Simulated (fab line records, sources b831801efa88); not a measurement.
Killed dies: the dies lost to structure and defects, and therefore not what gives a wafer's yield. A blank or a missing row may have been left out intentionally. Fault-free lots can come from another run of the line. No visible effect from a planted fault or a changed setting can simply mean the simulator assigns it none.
Which tool did it? | flow sky130 | 15 lots, 45 wafers sampled, at 4 steps of a route of 708

## WHAT THE GAUGES READ, wafer by wafer
SKY_FIELD_ISO_THK_MEAS_04. Usual: FIELD_ISO_CVD_03_THK gives 164.8 nm (standard deviation 1.7).
lot  | measured    | on            | FIELD_ISO_CVD_03_THK (nm) | flag
L288 | day 1 19:34 | film_metro-02 | 164.1 165.2 163.8         |
L289 | day 1 23:46 | film_metro-02 | 165.7 166.5 166.0         |
L290 | day 2 04:53 | film_metro-04 | 164.4 165.3 164.0         |
L292 | day 2 17:20 | film_metro-04 | 162.2 163.0 162.3         |
L293 | day 2 22:44 | film_metro-01 | 167.5 166.1 167.1         |
L297 | day 3 16:31 | film_metro-04 | 164.5 163.6 165.1         |
L298 | day 3 20:37 | film_metro-02 | 163.2 164.3 162.4         |
L299 | day 4 01:46 | film_metro-02 | 164.3 165.1 163.0         |
L301 | day 4 11:29 | film_metro-01 | 164.1 162.6 163.0         |
L305 | day 5 10:40 | film_metro-02 | 167.7 167.7 168.0         |
L306 | day 5 15:23 | film_metro-02 | 165.1 164.7 164.3         |
L307 | day 5 19:26 | film_metro-04 | 162.0 162.2 163.8         |
L308 | day 5 23:08 | film_metro-02 | 167.0 167.9 169.5         |
L309 | day 6 07:19 | film_metro-04 | 163.4 163.4 163.0         |
L310 | day 6 14:32 | film_metro-01 | 166.1 164.8 164.7         |

SKY_PWDE_OVL_MEAS_07. Usual: PWDE_OVL gives 0.1 nm (standard deviation 1.4).
lot  | measured    | on         | PWDE_OVL (nm)  | flag
L288 | day 4 05:47 | overlay-02 | 0.3 1.1 1.8    |
L289 | day 4 09:14 | overlay-02 | -0.8 0.5 0.1   |
L290 | day 4 12:42 | overlay-01 | 1.7 0.8 -1.4   |
L292 | day 5 04:48 | overlay-01 | -0.6 0.6 1.7   |
L293 | day 5 09:39 | overlay-02 | 1.5 -0.7 -2.0  |
L297 | day 6 04:50 | overlay-02 | - - -          | OFF
L298 | day 6 10:26 | overlay-02 | - - -          | OFF
L299 | day 6 16:20 | overlay-02 | - - -          | OFF
L301 | day 7 02:54 | overlay-02 | -2.1 -0.3 -0.7 |
L305 | day 8 20:11 | overlay-02 | -0.4 -2.3 -1.9 |
L306 | day 8 19:50 | overlay-01 | 2.1 1.1 1.3    |
L307 | day 8 23:59 | overlay-01 | 1.0 0.2 1.2    |
L308 | day 8 23:36 | overlay-01 | -0.4 -0.5 0.3  |
L309 | day 9 05:27 | overlay-01 | 0.4 1.6 1.1    |
L310 | day 9 11:21 | overlay-01 | 1.2 1.6 0.9    |

SKY_NWELL_RS_MEAS_31: a four-point-probe measurement. Usual: PWDE_RS gives 5368 ohm/sq (standard deviation 22).
lot  | measured     | on            | PWDE_RS (ohm/sq) | flag
L288 | day 5 18:13  | film_metro-04 | 5330 5346 5328   |
L289 | day 5 21:59  | film_metro-01 | 5332 5336 5349   |
L290 | day 6 01:34  | film_metro-04 | 5382 5371 5366   |
L292 | day 6 19:18  | film_metro-01 | 5373 5367 5354   |
L293 | day 6 23:21  | film_metro-04 | 5397 5386 5418   |
L297 | day 7 19:49  | film_metro-03 | 5378 5389 5368   |
L298 | day 8 01:26  | film_metro-04 | 5339 5349 5354   |
L299 | day 8 07:49  | film_metro-01 | 5357 5348 5373   |
L301 | day 8 19:02  | film_metro-03 | 5391 5392 5394   |
L305 | day 10 17:11 | film_metro-01 | 5355 5354 5354   |
L306 | day 10 16:28 | film_metro-04 | 5390 5359 5363   |
L307 | day 10 21:59 | film_metro-01 | 5380 5383 5389   |
L308 | day 10 21:03 | film_metro-04 | 5361 5373 5350   |
L309 | day 11 03:41 | film_metro-03 | 5356 5349 5340   |
L310 | day 11 09:58 | film_metro-03 | 5354 5350 5351   |

## WHICH TOOL RAN EACH LOT (tool, then ch and the chambers of the sampled wafers, then the start)
lot  | SKY_PWDE_EXPOSE_04
L288 | iline_stepper-01 ch 0, day 3 21:17
L289 | iline_stepper-01 ch 0, day 4 01:25
L290 | iline_stepper-01 ch 0, day 4 04:49
L292 | iline_stepper-01 ch 0, day 4 20:36
L293 | iline_stepper-01 ch 0, day 5 00:55
L297 | iline_stepper-02, day 5 19:53
L298 | iline_stepper-02, day 6 01:03
L299 | iline_stepper-02, day 6 07:17
L301 | iline_stepper-02 ch 0, day 6 18:05
L305 | iline_stepper-01 ch 0, day 8 10:00
L306 | iline_stepper-01 ch 0, day 8 09:44
L307 | iline_stepper-02 ch 0, day 8 13:39
L308 | iline_stepper-02 ch 0, day 8 13:12
L309 | iline_stepper-02 ch 0, day 8 19:15
L310 | iline_stepper-01 ch 0, day 9 00:43
- SKY_PWDE_EXPOSE_04: exposes mask PWDEM, target cd 840 nm.

## WHAT THE TOOLS THEMSELVES READ (means of the sampled wafers that have a number; where no wafer has one, the mark that the record gives instead)
SKY_PWDE_EXPOSE_04. Usual: exposure_dose_mJ_cm2 214.01, standard deviation 0.21; focus_offset_nm 0.1 nm, standard deviation 0.55.
lot  | tool             | exposure_dose_mJ_cm2 | focus_offset_nm (nm) | flag
L288 | iline_stepper-01 | 213.98               | -0.3                 |
L289 | iline_stepper-01 | 213.81               | 0.0                  |
L290 | iline_stepper-01 | 213.78               | 0.4                  |
L292 | iline_stepper-01 | 214.23               | 0.8                  |
L293 | iline_stepper-01 | 214.08               | 0.1                  |
L297 | iline_stepper-02 | -                    | -                    | OFF
L298 | iline_stepper-02 | -                    | -                    | OFF
L299 | iline_stepper-02 | -                    | -                    | OFF
L301 | iline_stepper-02 | 214.15               | 0.0                  |
L305 | iline_stepper-01 | 213.96               | 0.1                  |
L306 | iline_stepper-01 | 213.86               | 0.5                  |
L307 | iline_stepper-02 | 214.33               | -0.5                 |
L308 | iline_stepper-02 | 214.19               | -0.1                 |
L309 | iline_stepper-02 | 214.02               | 0.2                  |
L310 | iline_stepper-01 | 213.93               | -0.3                 |

## THE ANSWER, worked out from the rows above alone
Rule: a lot counts as off when the mean over its wafers that have a number is more than 3 standard deviations away from the usual mean. A lot without any number at a reading at which 4 lots or more have one is off too. The other lots that the step has rows for count as sound. First the gauges in route order, then the tools' own readings, where a lot's mean is used as printed above. The first step at which some lot is off is used, and at that step the reading that is off furthest; a lot without a number counts as furthest.
Off: L297, L298, L299, at SKY_PWDE_OVL_MEAS_07 (PWDE_OVL). Without a number there: L297, L298, L299.
A tool fits if, at a process step before that reading, it ran every lot that is off, and no sound lot after the first of them. Not tried: the gauges at SKY_PWDE_OVL_MEAS_07; whatever is off there is also off at SKY_PWDE_EXPOSE_04, on other tools, and gauge error can't account for it. Of those tried, none fits.

## WHAT THE SIMULATOR PUT IN
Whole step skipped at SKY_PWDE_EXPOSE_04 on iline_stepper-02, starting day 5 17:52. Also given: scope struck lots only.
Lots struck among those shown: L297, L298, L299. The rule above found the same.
